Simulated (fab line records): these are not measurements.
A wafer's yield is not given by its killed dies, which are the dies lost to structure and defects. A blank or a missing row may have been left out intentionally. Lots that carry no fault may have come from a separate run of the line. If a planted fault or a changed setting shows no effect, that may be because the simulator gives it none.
One fault through the eyes of 2 desks | flow sky130 | what lay behind the numbers comes last; until then each desk has only its own

AT THE TOOL OWNER'S DESK: rie_diel-02
The tool's own readings at SKY_VIA2_ETCH_14 (etches BARC in N2/H2, stops on SiO2, time 45.9 s, target depth 60 nm): means of the sampled wafers that have a number, for each lot that ran on this tool. If a lot's mean is further than 4 standard deviations from the usual mean, the lot is out of limits and carries the mark OUT (the distance appears in the brackets).
Columns: A = drypump_motor_current_A at SKY_VIA2_ETCH_14, usual 5.6 A; B = oes_product_au at SKY_VIA2_ETCH_14, usual 0.855 a.u.; C = run_length_s at SKY_VIA2_ETCH_14, usual 74.3 s; D = throttle_valve_pct at SKY_VIA2_ETCH_14, usual 13.224 %
lot  | first seen here | A   | B                | C    | D
L961 | day 38 04:50    | 5.2 | 0.852            | 74.2 | 13.222
L965 | day 39 05:16    | 5.2 | 0.885 (+6.1) OUT | 72.8 | 13.231
L966 | day 39 06:26    | 5.5 | 0.887 (+6.4) OUT | 72.8 | 13.221
L976 | day 42 09:16    | 5.4 | 0.858            | 74.2 | 13.213
Finding of this desk: L965, L966 out of limits; the first was L965 at day 39 05:16, on oes_product_au at SKY_VIA2_ETCH_14. L961, L976: within limits.

AT THE METROLOGY DESK
What the gauges read, lot by lot, whatever tool the lot ran on: means of the sampled wafers that have a number. If a lot's mean is further than 4 standard deviations from the usual mean, the lot is out of limits and carries the mark OUT (the distance appears in the brackets).
Columns: A = VIA2_BOW at SKY_VIA2_BOW_MEAS_03, usual 86 um; B = cd_nm at SKY_VIA2_CD_MEAS_12, usual 200.2 nm; C = VIA2_OVL at SKY_VIA2_OVL_MEAS_13, usual -1 nm
lot  | first seen here | A  | B     | C
L961 | day 37 02:43    | 83 | 195.9 | -2
L965 | day 38 04:06    | 97 | 200.4 | 6
L966 | day 38 05:23    | 96 | 201.1 | -2
L973 | day 39 12:41    | 86 | 201.6 | 1
L974 | day 40 06:34    | 85 | 200.2 | 1
L976 | day 41 09:14    | 88 | 199.5 | 8
Result from this desk: across the 6 lots, nothing is out of limits.

ALL TOGETHER
On L965, L966, at day 39 05:16, an alarm was possible from the tool owner's desk.
At the metrology desk, nothing out of limits was observed.
The metrology desk has L965, L966 on record, within its limits.
Of the lots named, all ran SKY_VIA2_ETCH_14 on rie_diel-02.

WHAT HAD BEEN PUT IN BY THE SIMULATOR
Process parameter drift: rie_diel-02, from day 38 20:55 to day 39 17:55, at SKY_VIA2_ETCH_14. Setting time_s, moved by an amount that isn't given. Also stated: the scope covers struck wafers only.
Shown lots that were struck: L965, L966.
Each desk's first reading out of limits, in hours after the fault started: the tool owner's desk, 8.
